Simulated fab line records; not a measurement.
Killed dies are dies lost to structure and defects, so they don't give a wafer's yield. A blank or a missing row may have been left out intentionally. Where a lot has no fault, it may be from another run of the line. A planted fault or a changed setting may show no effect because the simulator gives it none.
Which of the tools did it? || flow sky130 || 72 wafers from 24 lots sampled at 5 of the route's 708 steps

== WHAT THE GAUGES READ, wafer by wafer ==
SKY_METAL2_RS_MEAS_05: measures by four-point-probe. Usual: for METAL2_ALCU_RS the level is 0.1273 ohm/sq and the standard deviation is 0.0013.
{"lot": "L074", "measured": "day 35 16:34", "on": "film-metro-01", "METAL2_ALCU_RS (ohm/sq)": "0.1286 0.1247 0.1283", "flag": ""}
{"lot": "L075", "measured": "day 36 00:10", "on": "film-metro-02", "METAL2_ALCU_RS (ohm/sq)": "0.1279 0.1292 0.1280", "flag": ""}
{"lot": "L076", "measured": "day 36 02:43", "on": "film-metro-02", "METAL2_ALCU_RS (ohm/sq)": "0.1273 0.1258 0.1246", "flag": ""}
{"lot": "L077", "measured": "day 37 04:19", "on": "film-metro-04", "METAL2_ALCU_RS (ohm/sq)": "0.1292 0.1287 0.1284", "flag": ""}
{"lot": "L078", "measured": "day 37 08:09", "on": "film-metro-04", "METAL2_ALCU_RS (ohm/sq)": "0.1275 0.1274 0.1271", "flag": ""}
{"lot": "L079", "measured": "day 37 09:56", "on": "film-metro-04", "METAL2_ALCU_RS (ohm/sq)": "0.1256 0.1265 0.1264", "flag": ""}
{"lot": "L080", "measured": "day 37 13:05", "on": "film-metro-01", "METAL2_ALCU_RS (ohm/sq)": "0.1280 0.1283 0.1259", "flag": ""}
{"lot": "L081", "measured": "day 38 03:46", "on": "film-metro-02", "METAL2_ALCU_RS (ohm/sq)": "0.1267 0.1246 0.1272", "flag": ""}
{"lot": "L082", "measured": "day 38 11:01", "on": "film-metro-04", "METAL2_ALCU_RS (ohm/sq)": "0.1269 0.1279 0.1256", "flag": ""}
{"lot": "L083", "measured": "day 38 13:58", "on": "film-metro-02", "METAL2_ALCU_RS (ohm/sq)": "0.1272 0.1269 0.1281", "flag": ""}
{"lot": "L084", "measured": "day 39 01:14", "on": "film-metro-02", "METAL2_ALCU_RS (ohm/sq)": "0.1266 0.1259 0.1256", "flag": ""}
{"lot": "L085", "measured": "day 39 10:45", "on": "film-metro-02", "METAL2_ALCU_RS (ohm/sq)": "0.1267 0.1285 0.1270", "flag": ""}
{"lot": "L086", "measured": "day 39 18:35", "on": "film-metro-02", "METAL2_ALCU_RS (ohm/sq)": "0.1273 0.1271 0.1281", "flag": ""}
{"lot": "L088", "measured": "day 39 22:18", "on": "film-metro-02", "METAL2_ALCU_RS (ohm/sq)": "0.1285 0.1277 0.1263", "flag": ""}
{"lot": "L087", "measured": "day 40 03:13", "on": "film-metro-02", "METAL2_ALCU_RS (ohm/sq)": "0.1282 0.1273 0.1285", "flag": ""}
{"lot": "L089", "measured": "day 40 05:24", "on": "film-metro-02", "METAL2_ALCU_RS (ohm/sq)": "0.1283 0.1279 0.1298", "flag": ""}
{"lot": "L090", "measured": "day 40 14:50", "on": "film-metro-04", "METAL2_ALCU_RS (ohm/sq)": "0.1301 0.1296 0.1289", "flag": ""}
{"lot": "L091", "measured": "day 40 18:29", "on": "film-metro-02", "METAL2_ALCU_RS (ohm/sq)": "0.1278 0.1245 0.1282", "flag": ""}
{"lot": "L092", "measured": "day 40 23:46", "on": "film-metro-04", "METAL2_ALCU_RS (ohm/sq)": "0.1282 0.1278 0.1270", "flag": ""}
{"lot": "L093", "measured": "day 41 06:32", "on": "film-metro-04", "METAL2_ALCU_RS (ohm/sq)": "0.1250 0.1263 0.1249", "flag": ""}
{"lot": "L094", "measured": "day 41 11:09", "on": "film-metro-04", "METAL2_ALCU_RS (ohm/sq)": "0.1280 0.1265 0.1275", "flag": ""}
{"lot": "L095", "measured": "day 41 22:02", "on": "film-metro-02", "METAL2_ALCU_RS (ohm/sq)": "0.1285 0.1289 0.1285", "flag": ""}
{"lot": "L096", "measured": "day 42 03:35", "on": "film-metro-02", "METAL2_ALCU_RS (ohm/sq)": "0.1285 0.1293 0.1290", "flag": ""}
{"lot": "L097", "measured": "day 42 08:27", "on": "film-metro-02", "METAL2_ALCU_RS (ohm/sq)": "0.1272 0.1290 0.1265", "flag": ""}

SKY_VIA2_RS_MEAS_22: measures by four-point-probe. Usual: for VIA2_W_RS the level is 0.269 ohm/sq and the standard deviation is 0.0044.
{"lot": "L074", "measured": "day 38 00:27", "on": "film-metro-03", "VIA2_W_RS (ohm/sq)": "0.271 0.269 0.273", "flag": ""}
{"lot": "L075", "measured": "day 38 08:22", "on": "film-metro-02", "VIA2_W_RS (ohm/sq)": "0.272 0.260 0.273", "flag": ""}
{"lot": "L076", "measured": "day 38 10:44", "on": "film-metro-03", "VIA2_W_RS (ohm/sq)": "0.270 0.276 0.275", "flag": ""}
{"lot": "L077", "measured": "day 39 11:42", "on": "film-metro-02", "VIA2_W_RS (ohm/sq)": "0.274 0.273 0.273", "flag": ""}
{"lot": "L078", "measured": "day 39 15:33", "on": "film-metro-02", "VIA2_W_RS (ohm/sq)": "0.269 0.266 0.258", "flag": ""}
{"lot": "L079", "measured": "day 39 17:52", "on": "film-metro-02", "VIA2_W_RS (ohm/sq)": "0.272 0.274 0.272", "flag": ""}
{"lot": "L080", "measured": "day 39 21:14", "on": "film-metro-03", "VIA2_W_RS (ohm/sq)": "0.261 0.274 0.263", "flag": ""}
{"lot": "L081", "measured": "day 40 10:15", "on": "film-metro-02", "VIA2_W_RS (ohm/sq)": "0.272 0.270 0.268", "flag": ""}
{"lot": "L082", "measured": "day 40 17:09", "on": "film-metro-02", "VIA2_W_RS (ohm/sq)": "0.274 0.273 0.270", "flag": ""}
{"lot": "L083", "measured": "day 40 20:31", "on": "film-metro-02", "VIA2_W_RS (ohm/sq)": "0.267 0.272 0.259", "flag": ""}
{"lot": "L084", "measured": "day 41 06:27", "on": "film-metro-02", "VIA2_W_RS (ohm/sq)": "0.274 0.270 0.271", "flag": ""}
{"lot": "L085", "measured": "day 41 16:50", "on": "film-metro-02", "VIA2_W_RS (ohm/sq)": "0.272 0.271 0.275", "flag": ""}
{"lot": "L086", "measured": "day 41 23:55", "on": "film-metro-02", "VIA2_W_RS (ohm/sq)": "0.263 0.262 0.274", "flag": ""}
{"lot": "L088", "measured": "day 42 04:05", "on": "film-metro-02", "VIA2_W_RS (ohm/sq)": "0.269 0.271 0.268", "flag": ""}
{"lot": "L087", "measured": "day 42 07:08", "on": "film-metro-03", "VIA2_W_RS (ohm/sq)": "0.265 0.257 0.255", "flag": ""}
{"lot": "L089", "measured": "day 42 10:26", "on": "film-metro-02", "VIA2_W_RS (ohm/sq)": "0.274 0.270 0.271", "flag": ""}
{"lot": "L090", "measured": "day 42 20:48", "on": "film-metro-02", "VIA2_W_RS (ohm/sq)": "0.271 0.276 0.271", "flag": ""}
{"lot": "L091", "measured": "day 42 23:05", "on": "film-metro-03", "VIA2_W_RS (ohm/sq)": "0.273 0.271 0.270", "flag": ""}
{"lot": "L092", "measured": "day 43 04:18", "on": "film-metro-03", "VIA2_W_RS (ohm/sq)": "0.261 0.268 0.263", "flag": ""}
{"lot": "L093", "measured": "day 43 11:12", "on": "film-metro-03", "VIA2_W_RS (ohm/sq)": "0.269 0.268 0.268", "flag": ""}
{"lot": "L094", "measured": "day 43 15:46", "on": "film-metro-02", "VIA2_W_RS (ohm/sq)": "0.270 0.270 0.270", "flag": ""}
{"lot": "L095", "measured": "day 44 01:20", "on": "film-metro-02", "VIA2_W_RS (ohm/sq)": "0.273 0.271 0.269", "flag": ""}
{"lot": "L096", "measured": "day 44 06:42", "on": "film-metro-02", "VIA2_W_RS (ohm/sq)": "0.266 0.271 0.264", "flag": ""}
{"lot": "L097", "measured": "day 44 11:26", "on": "film-metro-02", "VIA2_W_RS (ohm/sq)": "0.271 0.268 0.269", "flag": ""}

SKY_VIA3_THK_MEAS_23: measures by xrf. Usual: for VIA3_W_THK the level is 400 nm and the standard deviation is 9.3.
{"lot": "L074", "measured": "day 41 08:58", "on": "film-metro-04", "VIA3_W_THK (nm)": "394 404 411", "flag": ""}
{"lot": "L075", "measured": "day 41 18:18", "on": "film-metro-04", "VIA3_W_THK (nm)": "391 388 396", "flag": ""}
{"lot": "L076", "measured": "day 41 20:18", "on": "film-metro-04", "VIA3_W_THK (nm)": "392 408 398", "flag": ""}
{"lot": "L077", "measured": "day 42 20:24", "on": "film-metro-03", "VIA3_W_THK (nm)": "400 418 415", "flag": ""}
{"lot": "L078", "measured": "day 42 22:50", "on": "film-metro-03", "VIA3_W_THK (nm)": "415 410 393", "flag": ""}
{"lot": "L079", "measured": "day 43 02:03", "on": "film-metro-03", "VIA3_W_THK (nm)": "402 404 402", "flag": ""}
{"lot": "L080", "measured": "day 43 05:14", "on": "film-metro-03", "VIA3_W_THK (nm)": "419 400 404", "flag": ""}
{"lot": "L081", "measured": "day 43 17:08", "on": "film-metro-03", "VIA3_W_THK (nm)": "410 402 408", "flag": ""}
{"lot": "L082", "measured": "day 44 00:52", "on": "film-metro-03", "VIA3_W_THK (nm)": "397 389 387", "flag": ""}
{"lot": "L083", "measured": "day 44 03:46", "on": "film-metro-01", "VIA3_W_THK (nm)": "390 401 387", "flag": ""}
{"lot": "L084", "measured": "day 44 11:24", "on": "film-metro-04", "VIA3_W_THK (nm)": "399 418 415", "flag": ""}
{"lot": "L085", "measured": "day 44 22:29", "on": "film-metro-01", "VIA3_W_THK (nm)": "403 407 404", "flag": ""}
{"lot": "L086", "measured": "day 45 04:49", "on": "film-metro-03", "VIA3_W_THK (nm)": "395 386 393", "flag": ""}
{"lot": "L088", "measured": "day 45 08:17", "on": "film-metro-03", "VIA3_W_THK (nm)": "399 397 397", "flag": ""}
{"lot": "L087", "measured": "day 45 09:44", "on": "film-metro-03", "VIA3_W_THK (nm)": "405 397 411", "flag": ""}
{"lot": "L089", "measured": "day 45 13:01", "on": "film-metro-03", "VIA3_W_THK (nm)": "392 394 393", "flag": ""}
{"lot": "L090", "measured": "day 45 23:29", "on": "film-metro-03", "VIA3_W_THK (nm)": "399 401 399", "flag": ""}
{"lot": "L091", "measured": "day 46 01:03", "on": "film-metro-04", "VIA3_W_THK (nm)": "407 402 397", "flag": ""}
{"lot": "L092", "measured": "day 46 06:33", "on": "film-metro-04", "VIA3_W_THK (nm)": "394 398 407", "flag": ""}
{"lot": "L093", "measured": "day 46 10:22", "on": "film-metro-04", "VIA3_W_THK (nm)": "401 395 417", "flag": ""}
{"lot": "L094", "measured": "day 46 17:43", "on": "film-metro-03", "VIA3_W_THK (nm)": "413 393 400", "flag": ""}
{"lot": "L095", "measured": "day 47 02:08", "on": "film-metro-01", "VIA3_W_THK (nm)": "391 390 392", "flag": ""}
{"lot": "L096", "measured": "day 47 05:34", "on": "film-metro-03", "VIA3_W_THK (nm)": "416 417 415", "flag": ""}
{"lot": "L097", "measured": "day 47 10:29", "on": "film-metro-03", "VIA3_W_THK (nm)": "390 394 388", "flag": ""}

== WHAT TOOL EACH LOT RAN ON (gives the tool, then ch and the chambers of the sampled wafers, and finally the start) ==
{"lot": "L074", "SKY_VIA1_CVD_21": "cvd-w-01 ch 0,1, day 35 15:51", "SKY_METAL2_SPUTTER_00": "pvd-sputter-03, day 35 16:25"}
{"lot": "L075", "SKY_VIA1_CVD_21": "cvd-w-01 ch 0,1, day 35 23:27", "SKY_METAL2_SPUTTER_00": "pvd-sputter-03, day 36 00:01"}
{"lot": "L076", "SKY_VIA1_CVD_21": "cvd-w-01 ch 0, day 36 01:55", "SKY_METAL2_SPUTTER_00": "pvd-sputter-03, day 36 02:34"}
{"lot": "L077", "SKY_VIA1_CVD_21": "cvd-w-02 ch 0,1, day 37 03:37", "SKY_METAL2_SPUTTER_00": "pvd-sputter-04, day 37 04:11"}
{"lot": "L078", "SKY_VIA1_CVD_21": "cvd-w-02 ch 0,1, day 37 07:25", "SKY_METAL2_SPUTTER_00": "pvd-sputter-04, day 37 07:57"}
{"lot": "L079", "SKY_VIA1_CVD_21": "cvd-w-01 ch 0,1, day 37 09:12", "SKY_METAL2_SPUTTER_00": "pvd-sputter-01, day 37 09:47"}
{"lot": "L080", "SKY_VIA1_CVD_21": "cvd-w-02 ch 0,1, day 37 12:21", "SKY_METAL2_SPUTTER_00": "pvd-sputter-03, day 37 12:55"}
{"lot": "L081", "SKY_VIA1_CVD_21": "cvd-w-02 ch 0,1, day 38 03:02", "SKY_METAL2_SPUTTER_00": "pvd-sputter-03, day 38 03:37"}
{"lot": "L082", "SKY_VIA1_CVD_21": "cvd-w-02 ch 0,1, day 38 10:19", "SKY_METAL2_SPUTTER_00": "pvd-sputter-01, day 38 10:53"}
{"lot": "L083", "SKY_VIA1_CVD_21": "cvd-w-01 ch 0,1, day 38 13:14", "SKY_METAL2_SPUTTER_00": "pvd-sputter-03, day 38 13:48"}
{"lot": "L084", "SKY_VIA1_CVD_21": "cvd-w-02 ch 0,1, day 39 00:32", "SKY_METAL2_SPUTTER_00": "pvd-sputter-01, day 39 01:07"}
{"lot": "L085", "SKY_VIA1_CVD_21": "cvd-w-02 ch 0,1, day 39 09:54", "SKY_METAL2_SPUTTER_00": "pvd-sputter-03, day 39 10:35"}
{"lot": "L086", "SKY_VIA1_CVD_21": "cvd-w-02 ch 0,1, day 39 17:48", "SKY_METAL2_SPUTTER_00": "pvd-sputter-04, day 39 18:23"}
{"lot": "L088", "SKY_VIA1_CVD_21": "cvd-w-01 ch 0,1, day 39 21:35", "SKY_METAL2_SPUTTER_00": "pvd-sputter-01, day 39 22:07"}
{"lot": "L087", "SKY_VIA1_CVD_21": "cvd-w-02 ch 0, day 40 02:20", "SKY_METAL2_SPUTTER_00": "pvd-sputter-04, day 40 03:02"}
{"lot": "L089", "SKY_VIA1_CVD_21": "cvd-w-01 ch 0,1, day 40 04:41", "SKY_METAL2_SPUTTER_00": "pvd-sputter-03, day 40 05:16"}
{"lot": "L090", "SKY_VIA1_CVD_21": "cvd-w-01 ch 1, day 40 14:05", "SKY_METAL2_SPUTTER_00": "pvd-sputter-04, day 40 14:41"}
{"lot": "L091", "SKY_VIA1_CVD_21": "cvd-w-02 ch 0, day 40 17:46", "SKY_METAL2_SPUTTER_00": "pvd-sputter-03, day 40 18:20"}
{"lot": "L092", "SKY_VIA1_CVD_21": "cvd-w-02 ch 0,1, day 40 23:03", "SKY_METAL2_SPUTTER_00": "pvd-sputter-04, day 40 23:38"}
{"lot": "L093", "SKY_VIA1_CVD_21": "cvd-w-02 ch 0,1, day 41 05:48", "SKY_METAL2_SPUTTER_00": "pvd-sputter-01, day 41 06:22"}
{"lot": "L094", "SKY_VIA1_CVD_21": "cvd-w-01 ch 0,1, day 41 10:26", "SKY_METAL2_SPUTTER_00": "pvd-sputter-03, day 41 11:01"}
{"lot": "L095", "SKY_VIA1_CVD_21": "cvd-w-01 ch 0,1, day 41 21:19", "SKY_METAL2_SPUTTER_00": "pvd-sputter-01, day 41 21:53"}
{"lot": "L096", "SKY_VIA1_CVD_21": "cvd-w-02 ch 1, day 42 02:51", "SKY_METAL2_SPUTTER_00": "pvd-sputter-04, day 42 03:26"}
{"lot": "L097", "SKY_VIA1_CVD_21": "cvd-w-01 ch 0,1, day 42 07:44", "SKY_METAL2_SPUTTER_00": "pvd-sputter-03, day 42 08:19"}
- SKY_VIA1_CVD_21: deposits W, target thk 270 nm, time 80.902 s.
- SKY_METAL2_SPUTTER_00: material Ti, target thk 15 nm, time 10 s.

== AS READ BY THE TOOLS THEMSELVES (means over the sampled wafers that have a number; for cases with no such wafer, the mark the record gives instead) ==
SKY_VIA1_CVD_21. Usual: heater-power-w 867 W, standard deviation 43; susceptor-temp-C 400.03 C, standard deviation 0.22.
{"lot": "L074", "tool": "cvd-w-01", "heater-power-w (W)": 882, "susceptor-temp-C (C)": 400.04, "flag": ""}
{"lot": "L075", "tool": "cvd-w-01", "heater-power-w (W)": 892, "susceptor-temp-C (C)": 399.68, "flag": ""}
{"lot": "L076", "tool": "cvd-w-01", "heater-power-w (W)": 832, "susceptor-temp-C (C)": 400.02, "flag": ""}
{"lot": "L077", "tool": "cvd-w-02", "heater-power-w (W)": 879, "susceptor-temp-C (C)": 400.17, "flag": ""}
{"lot": "L078", "tool": "cvd-w-02", "heater-power-w (W)": 890, "susceptor-temp-C (C)": 399.93, "flag": ""}
{"lot": "L079", "tool": "cvd-w-01", "heater-power-w (W)": 890, "susceptor-temp-C (C)": 399.86, "flag": ""}
{"lot": "L080", "tool": "cvd-w-02", "heater-power-w (W)": 892, "susceptor-temp-C (C)": 399.88, "flag": ""}
{"lot": "L081", "tool": "cvd-w-02", "heater-power-w (W)": 886, "susceptor-temp-C (C)": 399.71, "flag": ""}
{"lot": "L082", "tool": "cvd-w-02", "heater-power-w (W)": 892, "susceptor-temp-C (C)": 400.11, "flag": ""}
{"lot": "L083", "tool": "cvd-w-01", "heater-power-w (W)": 875, "susceptor-temp-C (C)": 399.87, "flag": ""}
{"lot": "L084", "tool": "cvd-w-02", "heater-power-w (W)": 886, "susceptor-temp-C (C)": 400.08, "flag": ""}
{"lot": "L085", "tool": "cvd-w-02", "heater-power-w (W)": 898, "susceptor-temp-C (C)": 399.98, "flag": ""}
{"lot": "L086", "tool": "cvd-w-02", "heater-power-w (W)": 889, "susceptor-temp-C (C)": 400.24, "flag": ""}
{"lot": "L088", "tool": "cvd-w-01", "heater-power-w (W)": 814, "susceptor-temp-C (C)": 400.40, "flag": ""}
{"lot": "L087", "tool": "cvd-w-02", "heater-power-w (W)": 900, "susceptor-temp-C (C)": 399.94, "flag": ""}
{"lot": "L089", "tool": "cvd-w-01", "heater-power-w (W)": 822, "susceptor-temp-C (C)": 400.18, "flag": ""}
{"lot": "L090", "tool": "cvd-w-01", "heater-power-w (W)": 828, "susceptor-temp-C (C)": 400.01, "flag": ""}
{"lot": "L091", "tool": "cvd-w-02", "heater-power-w (W)": 892, "susceptor-temp-C (C)": 400.05, "flag": ""}
{"lot": "L092", "tool": "cvd-w-02", "heater-power-w (W)": 900, "susceptor-temp-C (C)": 400.11, "flag": ""}
{"lot": "L093", "tool": "cvd-w-02", "heater-power-w (W)": 901, "susceptor-temp-C (C)": 400.11, "flag": ""}
{"lot": "L094", "tool": "cvd-w-01", "heater-power-w (W)": 824, "susceptor-temp-C (C)": 400.04, "flag": ""}
{"lot": "L095", "tool": "cvd-w-01", "heater-power-w (W)": 829, "susceptor-temp-C (C)": 400.03, "flag": ""}
{"lot": "L096", "tool": "cvd-w-02", "heater-power-w (W)": 894, "susceptor-temp-C (C)": 400.10, "flag": ""}
{"lot": "L097", "tool": "cvd-w-01", "heater-power-w (W)": 805, "susceptor-temp-C (C)": 399.97, "flag": ""}

SKY_METAL2_SPUTTER_00. Usual: throttle-valve-pct 30.3 %, standard deviation 1.1.
{"lot": "L074", "tool": "pvd-sputter-03", "throttle-valve-pct (%)": 30.4, "flag": ""}
{"lot": "L075", "tool": "pvd-sputter-03", "throttle-valve-pct (%)": 30.7, "flag": ""}
{"lot": "L076", "tool": "pvd-sputter-03", "throttle-valve-pct (%)": 30.6, "flag": ""}
{"lot": "L077", "tool": "pvd-sputter-04", "throttle-valve-pct (%)": 30.8, "flag": ""}
{"lot": "L078", "tool": "pvd-sputter-04", "throttle-valve-pct (%)": 30.9, "flag": ""}
{"lot": "L079", "tool": "pvd-sputter-01", "throttle-valve-pct (%)": 29.6, "flag": ""}
{"lot": "L080", "tool": "pvd-sputter-03", "throttle-valve-pct (%)": 30.4, "flag": ""}
{"lot": "L081", "tool": "pvd-sputter-03", "throttle-valve-pct (%)": 30.6, "flag": ""}
{"lot": "L082", "tool": "pvd-sputter-01", "throttle-valve-pct (%)": 29.1, "flag": ""}
{"lot": "L083", "tool": "pvd-sputter-03", "throttle-valve-pct (%)": 30.2, "flag": ""}
{"lot": "L084", "tool": "pvd-sputter-01", "throttle-valve-pct (%)": 29.7, "flag": ""}
{"lot": "L085", "tool": "pvd-sputter-03", "throttle-valve-pct (%)": 30.0, "flag": ""}
{"lot": "L086", "tool": "pvd-sputter-04", "throttle-valve-pct (%)": 30.9, "flag": ""}
{"lot": "L088", "tool": "pvd-sputter-01", "throttle-valve-pct (%)": 29.6, "flag": ""}
{"lot": "L087", "tool": "pvd-sputter-04", "throttle-valve-pct (%)": 30.8, "flag": ""}
{"lot": "L089", "tool": "pvd-sputter-03", "throttle-valve-pct (%)": 30.7, "flag": ""}
{"lot": "L090", "tool": "pvd-sputter-04", "throttle-valve-pct (%)": 31.0, "flag": ""}
{"lot": "L091", "tool": "pvd-sputter-03", "throttle-valve-pct (%)": 30.3, "flag": ""}
{"lot": "L092", "tool": "pvd-sputter-04", "throttle-valve-pct (%)": 30.8, "flag": ""}
{"lot": "L093", "tool": "pvd-sputter-01", "throttle-valve-pct (%)": 29.5, "flag": ""}
{"lot": "L094", "tool": "pvd-sputter-03", "throttle-valve-pct (%)": 29.6, "flag": ""}
{"lot": "L095", "tool": "pvd-sputter-01", "throttle-valve-pct (%)": 30.0, "flag": ""}
{"lot": "L096", "tool": "pvd-sputter-04", "throttle-valve-pct (%)": 30.6, "flag": ""}
{"lot": "L097", "tool": "pvd-sputter-03", "throttle-valve-pct (%)": 30.2, "flag": ""}

== THE ANSWER, worked out from the rows above alone ==
Rule: a lot counts as off when the mean over its wafers that have a number is more than 3 standard deviations away from the usual mean. A lot without any number at a reading at which 4 lots or more have one is off too. Any other lot the step has rows for is counted as sound. After the gauges, taken in route order, come the tools' own readings; for these a lot's mean is taken, as printed above. The first step at which some lot is off is used, and at that step the reading that is off furthest; a lot without a number counts as furthest.
None of the lots is off at any reading shown; this tells nothing.

== WHAT THE SIMULATOR HAD INSERTED ==
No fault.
